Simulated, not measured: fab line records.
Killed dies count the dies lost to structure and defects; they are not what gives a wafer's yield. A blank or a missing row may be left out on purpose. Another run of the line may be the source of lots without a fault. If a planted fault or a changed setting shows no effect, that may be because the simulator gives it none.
fab line records	flow sky130
[record] lots = 7	wafers = 21	last_day = 50
route steps=708 shown POLY_GATE@219 PAD_OPEN@708
lots that met no fault: from a run of the same line without faults
start_h: start of the lot's first displayed wafer, in hours after the record's first day	wait_h: how many hours have passed since the lot's step before this one	" same as the row above	L1.1+2: one row covering several wafers at once	- no value, or no start was given	* or withheld: withheld	< > ~ a bound
route shown NAME@n: NAME is a module with steps in the file, n the number in the route of the first one	usual: mean/standard deviation of fault-free wafers	same: alike in all rows	chamber/n: place in a boat	sites: each site's reading	_std_site: the values' standard deviation	_edge_site: mean of outer sites minus mean of inner sites	radius_mm: for every site, how far away it sits from the centre of the wafer	mask NAME#n: copy n	behind: the tool/chamber that last shaped the wafer	hold: the reason the lot was held/the length of the hold in hours/how it ended	device: the n, p or np transistor that did not switch	end of line: the tests these same wafers got at the end of their route	for a step that has no rows: nothing shown but its recipe	killed: count of dies lost to structure and defects at first sort (not the wafer's yield)	map: shows each die of a wafer: x if killed, . if not, _ if none is there
set.NAME: the run value of the setting; set.NAME@STEP: its run value at that earlier step	model.NAME: the simulator's own value behind a step, which no gauge read
lots at some steps of the route; a table a step, a row a wafer
services: a tool's chamber out of use, with start hour (start_h, from the record's first day; less than 0 if before it), hours out, and reason
[[steps]]
[step SKY_POLY_GATE_DEHYDRATE_05]
[recipe] temp_c = 200	time_s = 60
[step SKY_POLY_GATE_HMDS_06]
[recipe] prime_time_s = 60	prime_temp_c = 120
[step SKY_POLY_GATE_COAT_07]
[recipe] resist = BARC	temp_c = withheld	time_s = withheld	spin_rpm = 3000	resist_thk_nm = 110
[step SKY_POLY_GATE_COAT_08]
[recipe] resist = KrF-thick	spin_rpm = 3000	resist_thk_nm = 450
[step SKY_POLY_GATE_SOFTBAKE_09]
[recipe] temp_c = 100	time_s = 90	resist = KrF-thick
[step SKY_POLY_GATE_EXPOSE_10]
[recipe] mask_id = P1M	na = 0.68	source_shape = conventional	sigma_outer = 0.6	target_cd_nm = 150	dose_mj = 28
[step SKY_POLY_GATE_PEB_11]
[recipe] peb_temp_c = withheld	peb_time_s = withheld	resist = KrF-thick
[step SKY_POLY_GATE_DEVELOP_12]
[recipe] develop_time_s = 60	resist = KrF-thick	dev_temp_c = 21
[step SKY_POLY_GATE_CD_MEAS_13]
[recipe] target_cd_nm = 150
[usual] cd_nm = 149.7/1.3
lot.wafer	tool	chamber	start_h	wait_h	cd_nm
L219.2	cd_sem-02	-	466.67	-	148.4
L219.4	"	-	"	"	150.9
L219.5	"	-	"	"	149.8
L220.1	cd_sem-02	-	466.77	-	149.6
L220.3	"	-	"	"	148.6
L220.6	"	-	"	"	151.5
L221.1	cd_sem-02	-	473.60	-	149.7
L221.2	"	-	"	"	148.4
L221.3	"	-	"	"	148.8
L223.2	cd_sem-01	-	485.27	-	150.7
L223.3	"	-	"	"	148.9
L223.5	"	-	"	"	150.1
L230.1	cd_sem-02	-	552.91	-	148.0
L230.3	"	-	"	"	150.0
L230.6	"	-	"	"	148.9
L232.1	cd_sem-01	-	566.36	-	149.7
L232.2	"	-	"	"	149.2
L232.5	"	-	"	"	147.9
L233.1	cd_sem-02	-	576.94	-	150.6
L233.2	"	-	"	"	149.7
L233.3	"	-	"	"	150.4
[step SKY_POLY_GATE_OVL_MEAS_14]
[usual] POLY_GATE_OVL = 0/4.4
lot.wafer	tool	chamber	start_h	wait_h	POLY_GATE_OVL[nm]
L219.2	overlay-02	-	466.80	0.1	-4
L219.4	"	-	"	"	3
L219.5	"	-	"	"	10
L220.1	overlay-02	-	466.89	0.1	4
L220.3	"	-	"	"	3
L220.6	"	-	"	"	2
L221.1	overlay-01	-	473.72	0.1	7
L221.2	"	-	"	"	-3
L221.3	"	-	"	"	4
L223.2	overlay-01	-	485.37	0.1	-6
L223.3	"	-	"	"	-2
L223.5	"	-	"	"	2
L230.1	overlay-02	-	553.03	0.1	9
L230.3	"	-	"	"	6
L230.6	"	-	"	"	-1
L232.1	overlay-01	-	566.48	0.1	5
L232.2	"	-	"	"	4
L232.5	"	-	"	"	-2
L233.1	overlay-01	-	577.06	0.1	-7
L233.2	"	-	"	"	2
L233.3	"	-	"	"	-3
[step SKY_POLY_GATE_ETCH_15]
[recipe] chemistry = N2/H2	target = BARC	ion_energy_ev = 200	source_w = 500	bias_w = 100	pressure_mtorr = 30	n2_flow_sccm = 100	h2_flow_sccm = 200	stop_on = SiO2	time_s = 118.5	target_depth_a = 1100
[usual] bias_w = 100.04/0.26	drypump_motor_current_A = 5.8/0.37	h2_flow_sccm = 200.0/0.62	oes_product_au = 0.717/0.0045	throttle_valve_pct = 13.212/0.0098
[same] time_s = 118.5
lot.wafer	tool	chamber	start_h	wait_h	bias_w	drypump_motor_current_A	h2_flow_sccm	oes_product_au	rf_hours_counter_h	throttle_valve_pct
L219.2	rie_diel-04	3	466.83	0.0	100.21	5.7	200.4	0.709	7	13.201
L219.4	"	3	"	"	100.43	5.7	199.9	0.721	-	13.222
L219.5	"	1	"	"	100.20	6.2	201.1	0.722	-	13.211
L220.1	rie_diel-01	2	466.92	0.0	99.81	6.1	199.0	0.715	7	13.226
L220.3	"	1	"	"	99.73	5.6	199.9	0.713	4	13.222
L220.6	"	0	"	"	100.05	5.6	199.9	0.718	-	13.227
L221.1	rie_diel-04	1	473.75	0.0	100.29	6.2	200.2	0.711	3	13.214
L221.2	"	2	"	"	99.98	5.8	200.1	0.720	7	13.215
L221.3	"	0	"	"	99.90	6.0	199.6	0.716	7	13.205
L223.2	rie_diel-02	2	485.40	0.0	100.50	5.7	200.8	0.715	1	13.205
L223.3	"	3	"	"	100.03	5.0	200.2	0.715	6	13.210
L223.5	"	0	"	"	99.82	6.5	200.1	0.710	-	13.196
L230.1	rie_diel-04	1	553.06	0.0	100.24	6.2	199.1	0.713	4	13.225
L230.3	"	2	"	"	100.20	5.8	200.3	0.716	8	13.192
L230.6	"	0	"	"	100.23	6.0	199.9	0.717	-	13.196
L232.1	rie_diel-02	0	566.51	0.0	99.93	6.5	198.6	0.719	14	13.213
L232.2	"	1	"	"	99.92	5.4	200.0	0.717	57	13.192
L232.5	"	0	"	"	100.46	6.5	199.0	0.725	-	13.219
L233.1	rie_diel-01	0	577.09	0.0	99.81	5.6	200.6	0.716	16	13.223
L233.2	"	3	"	"	100.28	5.5	200.9	0.709	4	13.223
L233.3	"	1	"	"	100.15	5.6	200.3	0.717	6	13.220
[step SKY_POLY_GATE_ETCH_16]
[recipe] stop_on = poly-Si	chemistry = CH3F/O2	target = Si3N4	source_w = 400	bias_w = 80	pressure_mtorr = 25	ch3f_flow_sccm = 40	O2_flow_sccm = 30	time_s = 147.5	target_depth_a = 750
[usual] bias_w = 79.95/0.22	drypump_motor_current_A = 5.8/0.37	oes_product_au = 0.642/0.0053	throttle_valve_pct = 10.536/0.0091
[same] time_s = 147.5
lot.wafer	tool	chamber	start_h	wait_h	bias_w	drypump_motor_current_A	oes_product_au	rf_hours_counter_h	throttle_valve_pct
L219.2	rie_diel-04	3	466.91	0.0	79.69	5.7	0.639	7	10.533
L219.4	"	3	"	"	80.20	5.7	0.636	-	10.535
L219.5	"	1	"	"	79.80	6.2	0.643	-	10.516
L220.1	rie_diel-01	2	467.01	0.0	79.92	6.1	0.648	7	10.544
L220.3	"	1	"	"	79.95	5.6	0.641	4	10.536
L220.6	"	0	"	"	80.19	5.6	0.645	-	10.535
L221.1	rie_diel-04	1	473.84	0.0	79.52	6.2	0.640	3	10.535
L221.2	"	2	"	"	80.05	5.8	0.643	7	10.531
L221.3	"	0	"	"	79.42	6.0	0.637	7	10.531
L223.2	rie_diel-02	2	485.49	0.0	80.05	5.7	0.643	1	10.514
L223.3	"	3	"	"	79.72	5.1	0.646	7	10.537
L223.5	"	0	"	"	80.08	6.5	0.648	-	10.537
L230.1	rie_diel-04	1	553.14	0.0	80.03	6.2	0.642	4	10.533
L230.3	"	2	"	"	79.96	5.8	0.639	9	10.535
L230.6	"	0	"	"	79.49	6.0	0.637	-	10.530
L232.1	rie_diel-02	0	566.59	0.0	79.84	6.5	0.636	14	10.535
L232.2	"	1	"	"	80.44	5.4	0.638	57	10.545
L232.5	"	0	"	"	79.86	6.5	0.648	-	10.537
L233.1	rie_diel-01	0	577.18	0.0	79.87	5.6	0.641	16	10.551
L233.2	"	3	"	"	80.05	5.5	0.640	4	10.537
L233.3	"	1	"	"	79.57	5.6	0.647	6	10.527
[step SKY_POLY_GATE_ETCH_17]
[recipe] target_depth_nm = 180	stop_on = SiO2	over_etch_frac = 0.56667	chemistry = HBr/Cl2	target = poly-Si	icp_w = 400	bias_w = 100	pressure_mtorr = 10	HBr_flow_sccm = 150	Cl2_flow_sccm = 50	time_s = 70.5
[usual] bias_w = 99.95/0.3	drypump_motor_current_A = 5.5/0.35	oes_product_au = 0.988/0.0079	throttle_valve_pct = 33.683/0.01
[same] time_s = 70.5
lot.wafer	tool	chamber	start_h	wait_h	bias_w	drypump_motor_current_A	oes_product_au	rf_hours_counter_h	throttle_valve_pct
L219.2	rie_si-02	1	467.01	0.0	99.72	5.6	0.993	2	33.688
L219.4	"	3	"	"	100.25	5.2	0.994	5	33.673
L219.5	"	2	"	"	99.74	5.3	0.988	-	33.670
L220.1	rie_si-01	3	467.11	0.0	103.29	5.0	0.984	5	33.678
L220.3	"	0	"	"	103.79	5.9	0.986	5	33.685
L220.6	"	0	"	"	102.96	5.9	0.978	-	33.690
L221.1	rie_si-01	0	473.94	0.0	103.10	5.8	0.988	5	33.678
L221.2	"	2	"	"	103.01	5.7	0.992	2	33.685
L221.3	"	3	"	"	103.18	5.0	0.986	5	33.679
L223.2	rie_si-01	1	485.59	0.0	103.09	6.3	0.983	0	33.683
L223.3	"	2	"	"	103.34	5.7	0.989	2	33.682
L223.5	"	3	"	"	103.54	5.0	0.989	-	33.679
L230.1	rie_si-02	2	553.24	0.0	99.97	5.3	0.986	1	33.688
L230.3	"	1	"	"	100.07	5.6	0.987	3	33.684
L230.6	"	3	"	"	99.80	5.3	0.999	-	33.676
L232.1	rie_si-02	2	566.69	0.0	99.85	5.3	0.986	1	33.684
L232.2	"	1	"	"	100.74	5.6	0.988	3	33.678
L232.5	"	1	"	"	100.47	5.6	0.997	-	33.677
L233.1	rie_si-01	1	577.28	0.0	99.66	6.3	0.975	0	33.692
L233.2	"	2	"	"	100.60	5.8	0.980	2	33.685
L233.3	"	3	"	"	99.89	5.0	0.964	5	33.697
[step SKY_POLY_GATE_STRIP_18]
[recipe] chemistry = O2/N2	power_w = 1400	pressure_mtorr = 1500	platen_temp_c = withheld	o2_flow_sccm = 3000	n2_flow_sccm = 300	overash_fraction = 0.5
[usual] drypump_motor_current_A = 5.4/0.44	oes_product_au = 0.360/0.0048	strip_time_to_endpoint_s = 3.15/0.036
lot.wafer	tool	chamber	start_h	wait_h	drypump_motor_current_A	oes_product_au	rf_hours_counter_h	strip_time_to_endpoint_s
L219.2	plasma_asher-03	0	467.06	0.0	4.8	0.352	78	3.17
L219.4	"	0	"	"	4.8	0.357	-	3.19
L219.5	"	1	"	"	5.5	0.365	-	3.16
L220.1	plasma_asher-01	0	467.16	0.0	5.5	0.360	31	3.11
L220.3	"	1	"	"	5.2	0.357	-	3.12
L220.6	"	1	"	"	5.2	0.360	-	3.14
L221.1	plasma_asher-01	0	473.99	0.0	5.5	0.361	32	3.19
L221.2	"	1	"	"	5.2	0.363	32	3.17
L221.3	"	1	"	"	5.2	0.358	-	3.15
L223.2	plasma_asher-01	1	485.64	0.0	5.2	0.357	33	3.11
L223.3	"	1	"	"	5.2	0.363	-	3.15
L223.5	"	1	"	"	5.2	0.354	-	3.13
L230.1	plasma_asher-03	0	553.30	0.0	4.8	0.357	87	3.16
L230.3	"	0	"	"	4.8	0.357	-	3.12
L230.6	"	0	"	"	4.8	0.365	-	3.12
L232.1	plasma_asher-03	0	566.75	0.0	4.8	0.359	88	3.13
L232.2	"	1	"	"	5.5	0.363	88	3.17
L232.5	"	0	"	"	4.8	0.355	-	3.14
L233.1	plasma_asher-03	0	577.33	0.0	4.8	0.370	89	3.19
L233.2	"	1	"	"	5.5	0.361	89	3.15
L233.3	"	0	"	"	4.8	0.365	-	3.17
[step SKY_PAD_OPEN_PROBE_99]
[usual] killed_at_M0_to_M3 = 44/7.5	killed_at_M4_up = 3.3/1.8	killed_at_contacts = 25/5.9	killed_at_front_end = 16/4.7	killed_at_other = 0.3/0.52	killed_dies = 89/9.9	killed_open = 49/7.8	killed_short = 40/5.8
[same] gross_dies = 492	killed_at_back_side = 0
lot.wafer	tool	chamber	start_h	wait_h	killed_at_M0_to_M3	killed_at_M4_up	killed_at_contacts	killed_at_front_end	killed_at_other	killed_dies	killed_open	killed_short
L221.1	prober-02	-	1155.66	0.1	41	4	23	16	0	84	41	43
L221.2	prober-02	-	1155.71	0.1	46	7	23	17	0	93	51	42
L221.3	prober-02	-	1155.76	0.2	38	3	29	30	1	101	61	39
L223.2	prober-02	-	1158.00	0.1	42	2	26	14	1	85	42	43
L223.3	prober-02	-	1158.05	0.2	31	3	24	16	1	75	36	39
L223.5	prober-02	-	1158.15	0.2	40	1	22	17	0	80	39	41
L230.1	prober-01	-	1188.50	0.1	48	6	20	15	0	89	45	44
L230.3	prober-01	-	1188.60	0.2	38	3	37	11	1	90	45	44
L230.6	prober-01	-	1188.75	0.2	36	1	24	17	0	78	44	33
L232.1	prober-01	-	1197.64	0.1	41	0	32	11	1	85	44	41
L232.2	prober-01	-	1197.69	0.1	35	2	13	20	0	70	39	30
L232.5	prober-01	-	1197.84	0.2	40	6	20	12	0	78	44	34
L233.1	prober-01	-	1203.97	0.1	49	2	29	20	0	100	65	35
L233.2	prober-01	-	1204.02	0.1	52	2	24	21	3	102	63	38
L233.3	prober-01	-	1204.07	0.2	44	7	30	11	0	92	61	31
// killed by level:class
L221.1 VIA3:geometric_particle:open=9 CONTACT:geometric_particle:open=7 FIELD_ISO:geometric_particle:short=6 CONTACT:geometric_particle:short=6 VIA2:geometric_particle:short=6 VIA1:geometric_particle:open=5 VIA1:geometric_particle:short=5 VIA2:geometric_particle:open=5
L221.2 LI_CONTACT:geometric_particle:open=14 VIA3:geometric_particle:open=8 METAL2:geometric_particle:short=7 FIELD_ISO:geometric_particle:open=6 METAL1:geometric_particle:short=6 METAL4:geometric_particle:short=5 CONTACT:geometric_particle:short=4 METAL1:geometric_particle:open=4
L221.3 VIA1:geometric_particle:open=12 CONTACT:geometric_particle:open=11 POLY_GATE:geometric_particle:open=9 FIELD_ISO:geometric_particle:open=8 LI_CONTACT:geometric_particle:open=6 VIA2:geometric_particle:open=6 FIELD_ISO:geometric_particle:short=5 CONTACT:geometric_particle:short=5
L223.2 CONTACT:geometric_particle:open=12 METAL2:geometric_particle:short=9 VIA1:geometric_particle:open=6 METAL3:geometric_particle:short=6 VIA3:geometric_particle:open=6 LI_CONTACT:geometric_particle:open=5 CONTACT:geometric_particle:short=5 METAL1:geometric_particle:short=4
L223.3 CONTACT:geometric_particle:open=7 LOCAL_INTERCONNECT:geometric_particle:short=6 VIA1:geometric_particle:open=6 VIA3:geometric_particle:open=6 FIELD_ISO:geometric_particle:short=5 LI_CONTACT:geometric_particle:open=5 VIA3:geometric_particle:short=5 FIELD_ISO:geometric_particle:open=4
L223.5 LI_CONTACT:geometric_particle:open=9 VIA1:geometric_particle:open=7 METAL1:geometric_particle:short=7 LOCAL_INTERCONNECT:geometric_particle:short=6 VIA1:geometric_particle:short=6 VIA2:geometric_particle:open=6 FIELD_ISO:geometric_particle:short=5 METAL3:geometric_particle:short=5
L230.1 VIA1:geometric_particle:open=11 METAL2:geometric_particle:short=9 CONTACT:geometric_particle:open=8 VIA1:geometric_particle:short=7 FIELD_ISO:geometric_particle:short=6 VIA2:geometric_particle:open=6 METAL1:geometric_particle:short=5 VIA3:geometric_particle:open=5
L230.3 LI_CONTACT:geometric_particle:open=13 CONTACT:geometric_particle:open=9 VIA2:geometric_particle:open=8 CONTACT:geometric_particle:short=5 SPACER:geometric_particle:short=4 LI_CONTACT:geometric_particle:short=4 VIA3:geometric_particle:open=4 METAL1:geometric_particle:short=4
L230.6 LI_CONTACT:geometric_particle:open=8 CONTACT:geometric_particle:open=8 POLY_GATE:geometric_particle:open=7 VIA2:geometric_particle:open=7 METAL2:geometric_particle:short=7 VIA1:geometric_particle:short=6 VIA1:geometric_particle:open=5 VIA3:geometric_particle:short=4
L232.1 CONTACT:geometric_particle:short=12 CONTACT:geometric_particle:open=11 VIA1:geometric_particle:open=8 VIA3:geometric_particle:open=8 LI_CONTACT:geometric_particle:open=6 METAL1:geometric_particle:short=6 POLY_GATE:geometric_particle:short=5 METAL2:geometric_particle:short=5
L232.2 VIA1:geometric_particle:open=12 FIELD_ISO:geometric_particle:open=6 FIELD_ISO:geometric_particle:short=6 LI_CONTACT:geometric_particle:open=6 VIA1:geometric_particle:short=5 METAL2:geometric_particle:short=4 VIA3:geometric_particle:open=4 METAL1:geometric_particle:short=3
L232.5 VIA2:geometric_particle:open=7 VIA1:geometric_particle:open=6 LI_CONTACT:geometric_particle:open=6 VIA3:geometric_particle:open=6 CONTACT:geometric_particle:short=5 METAL2:geometric_particle:short=5 LOCAL_INTERCONNECT:geometric_particle:short=4 CONTACT:geometric_particle:open=4
L233.1 CONTACT:geometric_particle:open=12 VIA1:geometric_particle:open=11 VIA2:geometric_particle:open=10 VIA3:geometric_particle:open=8 LI_CONTACT:geometric_particle:open=7 FIELD_ISO:geometric_particle:short=5 FIELD_ISO:geometric_particle:open=5 CONTACT:geometric_particle:short=5
L233.2 VIA1:geometric_particle:open=14 LI_CONTACT:geometric_particle:open=12 VIA2:geometric_particle:open=12 VIA1:geometric_particle:short=8 FIELD_ISO:geometric_particle:open=7 VIA3:geometric_particle:open=7 FIELD_ISO:geometric_particle:short=6 POLY_GATE:geometric_particle:open=4
L233.3 CONTACT:geometric_particle:open=13 VIA2:geometric_particle:open=10 LI_CONTACT:geometric_particle:open=9 VIA1:geometric_particle:open=9 VIA3:geometric_particle:open=9 FIELD_ISO:geometric_particle:open=4 LOCAL_INTERCONNECT:geometric_particle:short=4 METAL1:geometric_particle:short=4
[[services]]
tool	chamber	start_h	hours	kind
rie_diel-01	1	445.24	5.1	repair
rie_si-01	1	461.50	18.6	repair
plasma_asher-03	-	463.72	1.2	repair
rie_diel-04	2	466.43	6.6	repair
rie_diel-04	-	474.97	14.6	pm
rie_diel-04	-	494.48	0.1	repair
rie_diel-01	3	495.91	1.4	repair
rie_diel-02	3	507.28	12.7	repair
rie_diel-01	0	511.73	3.2	repair
rie_diel-04	0	533.87	5.8	repair
plasma_asher-01	-	535.73	6.1	repair
rie_diel-04	3	537.28	18.8	repair
rie_diel-02	1	544.40	7.7	repair
rie_diel-02	3	555.16	17.2	repair
plasma_asher-01	-	559.72	3.9	repair
rie_diel-02	-	559.94	4.3	pm
rie_si-02	0	561.76	-	clean
rie_si-02	0	561.76	22.7	scheduled_down
rie_si-02	0	561.76	22.7	vent_cycle
rie_diel-02	0	566.82	5.0	repair
[[key]]
[first_sign] step = SKY_POLY_GATE_ETCH_17	reading = bias_w	direction = up	sigmas = 11	usual = 99.95	struck = 103.26
effect none on later readings
met_at SKY_POLY_GATE_ETCH_17
struck_wafers L220.1,L220.3,L220.6,L221.1,L221.2,L221.3,L223.2,L223.3,L223.5
tester_left_out L220,L221,L223
[fault] kind = process_parameter_drift	tool = rie_si-01	chamber = -	onset_h = 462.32	steps = SKY_POLY_GATE_ETCH_17	channel = bias_w	offset = 3.2414	shape = step	end_h = 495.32	acts_in = these_recipes_only	stated = 100
// tester_left_out: of these lots the tester's yield and bins aren't shown, on N5 and GAA mostly nor the transistor test; their killed dies are dies lost to structure and defects alone, not to doping, threshold or leakage, so they don't give the yield
